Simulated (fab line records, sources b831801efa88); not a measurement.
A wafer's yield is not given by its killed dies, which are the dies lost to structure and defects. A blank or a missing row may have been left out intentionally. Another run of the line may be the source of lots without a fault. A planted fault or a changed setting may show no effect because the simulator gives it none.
8D (eight disciplines) problem report, filled in by code + flow gf180mcu + the parts of the form that need people (team, actions taken, sign-off) are left out

1. THE PROBLEM
beam_energy_keV at GF_NWELL_IMPLANT_09 reads a mean of 169.74 on 9 wafers of 3 lots; wafers without a fault read 159.99 with a standard deviation of 0.055. So: +99 or more standard deviations from the usual mean.
First observed at day 6 12:08: wafer L613.1, on implanter-03. At this step, 21 wafers from 7 lots have a number in the record. Rule for "out", or "out of limits": more than 4 standard deviations from the usual mean. The rest of the wafers with a number are treated as sound.

2. WHAT IT IS AND WHAT IT IS NOT
| question                    | is                     | is not                                                             |
|-----------------------------|------------------------|--------------------------------------------------------------------|
| which readings at this step | beam_energy_keV        | -                                                                  |
| which lots                  | L613, L614, L615       | L600, L601, L610, L619                                             |
| which wafers of those lots  | all that have a number | -                                                                  |
| read on which tools         | implanter-03           | implanter-02, implanter-04                                         |
| when                        | from day 6 12:08       | up to then (9 sound wafers); but 3 sound wafers of L619 came after |

3. WHAT RULES OUT EACH SUSPECT
Counting: a tool stays on the suspect list if, at a process step up to the reading, it processed all lots that are out and no sound lot following the first of them.
- implanter-03 at GF_NWELL_IMPLANT_09: kept. All lots that are out passed through it, beginning with L613 at day 6 12:08, and no sound lot followed; its final sound lot before that point was L601 at day 3 20:42. On those wafers its own readings are out: beam_energy_keV.
After counting, what remains is implanter-03 at GF_NWELL_IMPLANT_09.

4. THE CAUSE (what the simulator had put in)
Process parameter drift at GF_NWELL_IMPLANT_09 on implanter-03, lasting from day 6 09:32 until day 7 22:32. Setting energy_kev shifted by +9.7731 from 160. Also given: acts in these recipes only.
Counting left only this tool.

5. THE CHAIN OF EFFECTS, in route order
Each row: a reading where the mean over the struck wafers with a number is more than 3 standard deviations away from the usual. Only readings whose record carries a usual standard deviation are examined. hours: median over the lots of the time between each lot's start at the first step of this table that gives one and its start at this step. sigmas: the change, counted in usual standard deviations.
| hours | step                | reading         | usual  | on struck wafers | change | sigmas      |
|-------|---------------------|-----------------|--------|------------------|--------|-------------|
| 0     | GF_NWELL_IMPLANT_09 | beam_energy_keV | 159.99 | 169.74           | +9.75  | +99 or more |
The process steps in it:
- GF_NWELL_IMPLANT_09

6. WHAT WOULD HAVE CAUGHT IT SOONER
First out-of-limits reading in this record: day 6 12:08, which is 3 hours after fault onset at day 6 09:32.
